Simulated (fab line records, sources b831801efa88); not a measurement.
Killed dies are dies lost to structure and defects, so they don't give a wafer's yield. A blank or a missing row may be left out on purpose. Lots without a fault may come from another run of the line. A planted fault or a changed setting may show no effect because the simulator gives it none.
Which tool did it? | flow gf180mcu | 12 lots, 36 wafers sampled, at 6 steps of a route of 602

WHAT THE GAUGES READ, wafer by wafer
GF_SALICIDE_THK_MEAS_05: measures by xrf.
lot  | measured     | on            | SALICIDE_TIN_THK (nm)
L159 | day 15 17:56 | film_metro-01 | 19.43 19.39 19.68
L160 | day 15 20:23 | film_metro-03 | 20.00 19.71 19.77
L163 | day 17 01:22 | film_metro-01 | 19.69 19.64 19.89
L164 | day 17 10:10 | film_metro-01 | 19.38 19.11 19.21
L171 | day 19 20:47 | film_metro-01 | 20.10 19.97 20.02
L172 | day 20 10:23 | film_metro-04 | 19.76 19.90 19.88
L173 | day 20 15:16 | film_metro-04 | 19.93 19.98 20.20
L174 | day 21 00:28 | film_metro-03 | 19.79 19.66 19.69
L176 | day 21 19:04 | film_metro-03 | 19.59 19.56 19.82
L178 | day 22 08:28 | film_metro-01 | 19.94 19.86 20.05
L180 | day 22 23:19 | film_metro-03 | 20.35 20.09 20.21
L181 | day 23 04:31 | film_metro-04 | 19.84 19.92 19.57

GF_CONTACT_THK_MEAS_01.
lot  | measured     | on            | CONTACT_CVD_00_THK (nm)
L159 | day 15 18:26 | film_metro-04 | 301 304 307
L160 | day 15 20:52 | film_metro-04 | 304 301 306
L163 | day 17 01:47 | film_metro-02 | 254 253 258
L164 | day 17 10:39 | film_metro-04 | 257 255 256
L171 | day 19 21:11 | film_metro-03 | 300 304 301
L172 | day 20 10:54 | film_metro-04 | 301 300 301
L173 | day 20 15:46 | film_metro-02 | 307 302 303
L174 | day 21 00:52 | film_metro-03 | 301 302 303
L176 | day 21 19:28 | film_metro-03 | 296 299 297
L178 | day 22 08:52 | film_metro-02 | 298 300 296
L180 | day 22 23:43 | film_metro-04 | 300 301 301
L181 | day 23 04:55 | film_metro-02 | 298 300 295

GF_V1_BOW_MEAS_05.
lot  | measured     | on            | V1_BOW (um)
L159 | day 17 19:14 | film_metro-02 | 93 82 102
L160 | day 17 22:57 | film_metro-02 | 77 84 86
L163 | day 19 04:05 | film_metro-03 | 74 74 85
L164 | day 19 13:34 | film_metro-02 | 85 67 79
L171 | day 22 00:10 | film_metro-01 | 84 82 76
L172 | day 22 13:56 | film_metro-01 | 85 95 78
L173 | day 22 20:04 | film_metro-01 | 87 83 78
L174 | day 23 04:15 | film_metro-03 | 82 75 91
L176 | day 23 21:11 | film_metro-01 | 89 78 74
L178 | day 24 10:22 | film_metro-03 | 67 70 77
L180 | day 25 00:01 | film_metro-02 | 88 81 93
L181 | day 25 04:55 | film_metro-03 | 83 71 76

WHICH TOOL RAN EACH LOT (tool, then ch and the chambers of the sampled wafers, then the start)
lot  | GF_HV_LDD_STRIP_10                   | GF_CONTACT_CVD_00                | GF_CONTACT_ETCH_17
L159 | plasma_asher-03 ch 0,1, day 10 11:26 | hdpcvd-02 ch 1, day 15 18:19     | rie_diel-04 ch 1,2,3, day 17 19:14 or earlier
L160 | plasma_asher-03 ch 1, day 10 14:37   | hdpcvd-02 ch 1, day 15 20:44     | rie_diel-04 ch 0,1, day 17 22:57 or earlier
L163 | plasma_asher-01 ch 0,1, day 11 13:10 | hdpcvd-02 ch 1,2, day 17 01:44   | rie_diel-04 ch 0,1,3, day 19 04:05 or earlier
L164 | plasma_asher-03 ch 0,1, day 11 22:23 | hdpcvd-02 ch 0,1, day 17 10:34   | rie_diel-01 ch 2,3, day 19 13:34 or earlier
L171 | plasma_asher-02 ch 0,1, day 13 22:35 | hdpcvd-01 ch 1,2, day 19 21:08   | rie_diel-03 ch 0,2,3, day 22 00:10 or earlier
L172 | plasma_asher-02 ch 0,1, day 14 11:39 | hdpcvd-02 ch 0,1,2, day 20 10:51 | rie_diel-03 ch 0,1,3, day 22 13:56 or earlier
L173 | plasma_asher-03 ch 0,1, day 14 15:29 | hdpcvd-02 ch 0,1,2, day 20 15:43 | rie_diel-03 ch 0,3, day 22 20:04 or earlier
L174 | plasma_asher-01 ch 0,1, day 14 23:59 | hdpcvd-02 ch 0,2, day 21 00:49   | rie_diel-01 ch 0,2,3, day 23 04:15 or earlier
L176 | plasma_asher-02 ch 0,1, day 15 16:03 | hdpcvd-01 ch 0,1,2, day 21 19:25 | rie_diel-03 ch 0,1,2, day 23 21:11 or earlier
L178 | plasma_asher-02 ch 0, day 16 04:18   | hdpcvd-01 ch 0,2, day 22 08:49   | rie_diel-03 ch 2,3, day 24 10:22 or earlier
L180 | plasma_asher-01 ch 0,1, day 16 17:12 | hdpcvd-02 ch 1,2, day 22 23:40   | rie_diel-04 ch 0,1, day 25 00:01 or earlier
L181 | plasma_asher-01 ch 0,1, day 17 00:15 | hdpcvd-01 ch 0,1,2, day 23 04:52 | rie_diel-03 ch 1,2, day 25 04:55 or earlier
- GF_HV_LDD_STRIP_10: strips in O2/N2.
- GF_CONTACT_CVD_00: deposits SiO2, target thk 300 nm, time 50 s.
- GF_CONTACT_ETCH_17: etches SiO2 in C4F8/O2/Ar, stops on CoSi2, target depth 860 nm.

WHAT THE TOOLS THEMSELVES READ (means of the sampled wafers that have a number; where no wafer has one, the mark that the record gives instead)
GF_HV_LDD_STRIP_10.
lot  | tool            | drypump_motor_current_A (A) | heater_power_w (W) | oes_product_au (a.u.) | strip_time_to_endpoint_s (s)
L159 | plasma_asher-03 | 5.66                        | 335                | 0.719                 | 12.69
L160 | plasma_asher-03 | 6.03                        | 352                | 0.719                 | 12.65
L163 | plasma_asher-01 | 5.58                        | 365                | 0.713                 | 12.60
L164 | plasma_asher-03 | 5.86                        | 347                | 0.716                 | 12.62
L171 | plasma_asher-02 | 5.96                        | 353                | 0.720                 | 12.58
L172 | plasma_asher-02 | 5.96                        | 353                | 0.712                 | 12.66
L173 | plasma_asher-03 | 5.67                        | 338                | 0.714                 | 12.61
L174 | plasma_asher-01 | 5.61                        | 364                | 0.716                 | 12.62
L176 | plasma_asher-02 | 5.96                        | 355                | 0.722                 | 12.65
L178 | plasma_asher-02 | 5.52                        | 309                | 0.717                 | 12.61
L180 | plasma_asher-01 | 5.63                        | 366                | 0.715                 | 12.63
L181 | plasma_asher-01 | 5.59                        | 362                | 0.712                 | 12.61

GF_CONTACT_CVD_00.
lot  | tool      | sih4_flow_sccm (sccm)
L159 | hdpcvd-02 | 59.94
L160 | hdpcvd-02 | 60.12
L163 | hdpcvd-02 | 51.05
L164 | hdpcvd-02 | 50.92
L171 | hdpcvd-01 | 60.02
L172 | hdpcvd-02 | 60.12
L173 | hdpcvd-02 | 59.97
L174 | hdpcvd-02 | 59.96
L176 | hdpcvd-01 | 59.97
L178 | hdpcvd-01 | 60.04
L180 | hdpcvd-02 | 59.97
L181 | hdpcvd-01 | 60.02

GF_CONTACT_ETCH_17.
lot  | tool        | oes_product_au (a.u.)
L159 | rie_diel-04 | 0.814
L160 | rie_diel-04 | 0.815
L163 | rie_diel-04 | 0.793
L164 | rie_diel-01 | 0.793
L171 | rie_diel-03 | 0.814
L172 | rie_diel-03 | 0.812
L173 | rie_diel-03 | 0.814
L174 | rie_diel-01 | 0.817
L176 | rie_diel-03 | 0.816
L178 | rie_diel-03 | 0.814
L180 | rie_diel-04 | 0.812
L181 | rie_diel-03 | 0.809

THE ANSWER, worked out from the rows above alone
Rule: what is usual is taken from the lots themselves. Put in order of their means at a reading, lots are off if they are a third of the lots or fewer, leave a main group of 4 or more, and stand apart from it by a gap of 3 or more times the standard deviation of the main group's means; of several such gaps the widest counts. A main group whose means are all the same, to the digits that the tables above print for the reading, isn't used. A lot without any number at a reading at which 4 lots or more have one is off too. The other lots that the step has rows for count as sound. The gauges are gone through in route order, then the tools' own readings, and for those a lot's mean is taken as printed above. The first step at which some lot is off is used, and at that step the reading that is off furthest; a lot without a number counts as furthest.
Off: L163, L164, at GF_CONTACT_THK_MEAS_01 (CONTACT_CVD_00_THK). The main group: mean 301 nm, standard deviation 2.5.
A tool fits if, at a process step before that reading, it ran every lot that is off, and no sound lot after the first of them. The gauges at GF_CONTACT_THK_MEAS_01 aren't tried: what is off there is off at GF_CONTACT_CVD_00 too, on other tools, and a gauge's error can't cause that. None of those tried fits.

WHAT THE SIMULATOR HAD PUT IN
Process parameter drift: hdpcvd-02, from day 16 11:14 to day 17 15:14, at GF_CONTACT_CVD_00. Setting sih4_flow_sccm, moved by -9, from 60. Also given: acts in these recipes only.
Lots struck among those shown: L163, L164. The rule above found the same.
